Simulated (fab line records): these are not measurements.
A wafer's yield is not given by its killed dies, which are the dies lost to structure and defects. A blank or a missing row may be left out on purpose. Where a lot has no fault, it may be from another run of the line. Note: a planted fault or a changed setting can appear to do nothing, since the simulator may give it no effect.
One fault through the eyes of 2 desks || flow gf180mcu || only its own numbers are on each desk; what lay behind them is given at the end

## THE TOOL OWNER'S DESK: pecvd-04
The tool's own readings at GF_CONTACT_CVD_02 (deposits SiO2 from TEOS, target thk 860 nm, time 95.992 s): means of the sampled wafers that have a number, for each lot that ran on this tool. Any lot whose mean is over 4 standard deviations away from the usual mean is out of limits and marked OUT; that distance is given in the brackets.
Columns: A = heater power w at GF_CONTACT_CVD_02, usual 679 W
{"lot": "L819", "first seen here": "day 15 14:09", "A": 724}
{"lot": "L820", "first seen here": "day 15 23:53", "A": 669}
{"lot": "L826", "first seen here": "day 18 11:26", "A": 694}
{"lot": "L835", "first seen here": "day 21 13:38", "A": 690}
{"lot": "L838", "first seen here": "day 22 12:33", "A": 684}
{"lot": "L839", "first seen here": "day 22 22:28", "A": 638}
This desk's finding: nothing out of limits on any of the 6 lots.

## THE METROLOGY DESK
Means of the sampled wafers that have a number, per lot and without regard to the tool the lot ran on: this is what the gauges read. Any lot whose mean is over 4 standard deviations away from the usual mean is out of limits and marked OUT; that distance is given in the brackets.
Columns: A = CONTACT_CVD_02_THK at GF_CONTACT_THK_MEAS_03, usual 860 nm; B = CONTACT_OVL at GF_CONTACT_OVL_MEAS_15, usual -3 nm
{"lot": "L819", "first seen here": "day 15 14:14", "A": 850, "B": -11}
{"lot": "L820", "first seen here": "day 15 23:58", "A": 847, "B": -5}
{"lot": "L823", "first seen here": "day 17 05:46", "A": 853, "B": -7}
{"lot": "L825", "first seen here": "day 17 21:06", "A": 860, "B": 6}
{"lot": "L826", "first seen here": "day 18 11:31", "A": 868, "B": -7}
{"lot": "L827", "first seen here": "day 18 17:02", "A": 867, "B": -5}
{"lot": "L828", "first seen here": "day 19 01:37", "A": 841, "B": -7}
{"lot": "L829", "first seen here": "day 19 10:42", "A": 860, "B": 2}
{"lot": "L830", "first seen here": "day 19 22:41", "A": 866, "B": 6}
{"lot": "L835", "first seen here": "day 21 13:42", "A": 861, "B": -2}
{"lot": "L838", "first seen here": "day 22 12:37", "A": "1034 (+15) OUT", "B": -4}
{"lot": "L839", "first seen here": "day 22 22:33", "A": "947 (+7.2) OUT", "B": -2}
{"lot": "L840", "first seen here": "day 23 05:16", "A": 872, "B": 2}
This desk's result: L838, L839 out of limits, first on L838 (CONTACT_CVD_02_THK at GF_CONTACT_THK_MEAS_03), day 22 12:37. L819, L820, L823, L825, L826, L827, L828, L829, L830, L835, L840: within limits.

## BROUGHT TOGETHER
On L838, L839, the metrology desk was in a position to raise an alarm at day 22 12:37.
Nothing out of limits was seen by the tool owner's desk.
Tool owner's desk: L838, L839 on record, inside its limits.
On pecvd-04, each named lot ran GF_CONTACT_CVD_02.

## WHAT THE SIMULATOR HAD PUT IN
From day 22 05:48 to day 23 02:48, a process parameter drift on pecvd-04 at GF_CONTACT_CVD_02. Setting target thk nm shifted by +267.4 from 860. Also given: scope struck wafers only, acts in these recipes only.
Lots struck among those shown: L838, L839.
Hours from the fault's start to each desk's first reading out of limits: the metrology desk, 7.
